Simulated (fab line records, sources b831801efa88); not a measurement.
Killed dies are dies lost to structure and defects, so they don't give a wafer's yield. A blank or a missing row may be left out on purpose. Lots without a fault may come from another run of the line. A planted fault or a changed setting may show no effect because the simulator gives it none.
A struck lot beside a sound one | flow sky130 | 43 steps out of a route of 708
Sound: wafers L810.2, L810.4, L810.6. Struck: wafer L816.5. (L816.3 of the same lot was not struck and is left out.) The cause comes at the end.
At each step with rows: each side's tool, then ch and its chambers, then its first start. Under that, the readings that differ: sound wafers | struck wafers | difference of the means | sigmas: that difference in standard deviations of wafers without a fault.
alike: readings whose means differ by less than 2 such deviations, and words and numbers that are the same on both sides. not compared: withheld readings, readings that some wafer has no value for, bounds like >300 that may hide the same value, and numbers for which the record gives no deviation and whose values overlap.
The two part at a step that has a row with sigmas, a row that says differs or no value, or rows on one side only. Numbers that don't overlap but have no deviation are shown without sigmas and don't part them. A reading that every wafer of one side lacks parts them only if that side has two wafers or more.

first, 3 steps without rows for these wafers: SKY_SONOS_ONO_WET_ETCH_18 (etches Si3N4 in H3PO4, target depth 15 nm, time 172 s); SKY_GATE_OXIDE_CLEAN_00 (cleans in SC1/SC2, time 150 s); SKY_GATE_OXIDE_OXIDATION_01 (stabilise 600 s, purge 300 s, target thk 10.268 nm).
SKY_GATE_OXIDE_THK_MEAS_02:
  sound on film_metro-02, day 14 05:57; struck on film_metro-02, day 16 02:19
  alike: GATE_OXIDE_OXIDATION_00_THK
then, 7 steps without rows for these wafers: SKY_GATE_OXIDE_DEHYDRATE_03 (time 60 s); SKY_GATE_OXIDE_HMDS_04 (prime time 60 s); SKY_GATE_OXIDE_COAT_05 (resist thk 1140 nm); SKY_GATE_OXIDE_SOFTBAKE_06 (time 60 s); SKY_GATE_OXIDE_EXPOSE_07 (exposes mask LVOM, target cd 600 nm); SKY_GATE_OXIDE_PEB_08; SKY_GATE_OXIDE_DEVELOP_09 (develop time 60 s).
SKY_GATE_OXIDE_OVL_MEAS_10:
  sound on overlay-02, day 15 07:53; struck on overlay-02, day 17 06:08
  alike: GATE_OXIDE_OVL
SKY_GATE_OXIDE_IMPLANT_11:
  sound on implanter-02 ch 0, day 15 07:56; struck on implanter-04 ch 0, day 17 06:12
then, 1 step without rows for these wafers: SKY_GATE_OXIDE_WET_ETCH_12 (etches SiO2 in dHF, target depth 16.8 nm, time 336 s).
SKY_GATE_OXIDE_STRIP_13: strips in O2/N2.
  sound on plasma_asher-01 ch 0,1, day 15 08:10; struck on plasma_asher-04 ch 1, day 17 06:26
  alike: drypump_motor_current_A, oes_product_au, strip_time_to_endpoint_s
  not compared: rf_hours_counter_h
SKY_GATE_OXIDE_TW_MEAS_14:
  sound on film_metro-02, day 15 08:16; struck on film_metro-01, day 17 06:31
  alike: GATE_OXIDE_TW
then, 3 steps without rows for these wafers: SKY_GATE_OXIDE_CLEAN_15 (cleans in SC1/SC2, time 150 s); SKY_GATE_OXIDE_OXIDATION_16 (stabilise 600 s, purge 300 s, target thk 3.57 nm); SKY_POLY_GATE_CVD_00 (deposits poly-Si, target thk 180 nm, time 720 s).
SKY_POLY_GATE_THK_MEAS_01:
  sound on film_metro-03, day 15 11:41; struck on film_metro-04, day 17 09:53
  alike: POLY_GATE_CVD_00_THK
then, 8 steps without rows for these wafers: SKY_RES_PROTECT_DEHYDRATE_00 (time 60 s); SKY_RES_PROTECT_HMDS_01 (prime time 60 s); SKY_RES_PROTECT_COAT_02 (resist thk 1140 nm); SKY_RES_PROTECT_SOFTBAKE_03 (time 60 s); SKY_RES_PROTECT_EXPOSE_04 (exposes mask RPM, target cd 1270 nm); SKY_RES_PROTECT_PEB_05; SKY_RES_PROTECT_DEVELOP_06 (develop time 60 s); SKY_POLY_GATE_IMPLANT_02.
SKY_RES_PROTECT_STRIP_07: strips in O2/N2.
  sound on plasma_asher-04 ch 0,1, day 16 14:59; struck on plasma_asher-01 ch 1, day 18 15:42
  alike: drypump_motor_current_A, oes_product_au, strip_time_to_endpoint_s
  not compared: rf_hours_counter_h
SKY_RES_PROTECT_TW_MEAS_08:
  sound on film_metro-03, day 16 15:08; struck on film_metro-04, day 18 15:47
  alike: POLY_GATE_TW
then, 2 steps without rows for these wafers: SKY_RES_PROTECT_CLEAN_09 (cleans in SC1/SC2, time 150 s); SKY_POLY_GATE_CVD_03 (deposits Si3N4 from DCS/NH3, target thk 75 nm, time 1290 s).
SKY_POLY_GATE_THK_MEAS_04:
  sound on film_metro-02, day 16 19:21; struck on film_metro-02, day 18 20:32
  alike: POLY_GATE_CVD_03_THK
then, 8 steps without rows for these wafers: SKY_POLY_GATE_DEHYDRATE_05 (time 60 s); SKY_POLY_GATE_HMDS_06 (prime time 60 s); SKY_POLY_GATE_COAT_07 (resist thk 110 nm); SKY_POLY_GATE_COAT_08 (resist thk 450 nm); SKY_POLY_GATE_SOFTBAKE_09 (time 90 s); SKY_POLY_GATE_EXPOSE_10 (exposes mask P1M, target cd 150 nm); SKY_POLY_GATE_PEB_11; SKY_POLY_GATE_DEVELOP_12 (develop time 60 s).
SKY_POLY_GATE_CD_MEAS_13: target cd 150 nm.
  sound on cd_sem-01, day 18 00:02; struck on cd_sem-01, day 20 03:22
  alike: cd_nm
-- the record jumps here: 28 days lie between the struck wafers' starts before and after (it left off in module POLY_GATE and takes up again in module PAD_OPEN, whose first step shown is number 708 of the route) --
SKY_PAD_OPEN_PROBE_99:
  sound on prober-02, day 46 21:51; struck on prober-02, day 48 10:25
  reading                                 | sound                      | struck  | difference | sigmas
  model.etest.nfet_01v8.drive_ua_um_range | 10.96 8.261 12.29          | 20.34   | +9.84      |
  model.etest.pfet_01v8.drive_ua_um_range | 6.131 5.366 5.609          | 13.16   | +7.46      |
  model.etest.pfet_01v8_lvt.vt_v_range    | 0.01417 0.01202 0.01867    | 0.1505  | +0.1355    |
  model.etest.pfet_01v8.vt_v_range        | 0.008572 0.008858 0.009414 | 0.06456 | +0.05561   |
  model.etest.nfet_01v8.vt_v_range        | 0.006592 0.007824 0.01168  | 0.02345 | +0.01475   |
  alike: killed_at_M0_to_M3, killed_at_M4_up, killed_at_contacts, killed_at_front_end, killed_at_other, killed_dies, killed_open, killed_short

WHERE THEY PART
Nowhere in this record.

WHY: what the simulator had put in
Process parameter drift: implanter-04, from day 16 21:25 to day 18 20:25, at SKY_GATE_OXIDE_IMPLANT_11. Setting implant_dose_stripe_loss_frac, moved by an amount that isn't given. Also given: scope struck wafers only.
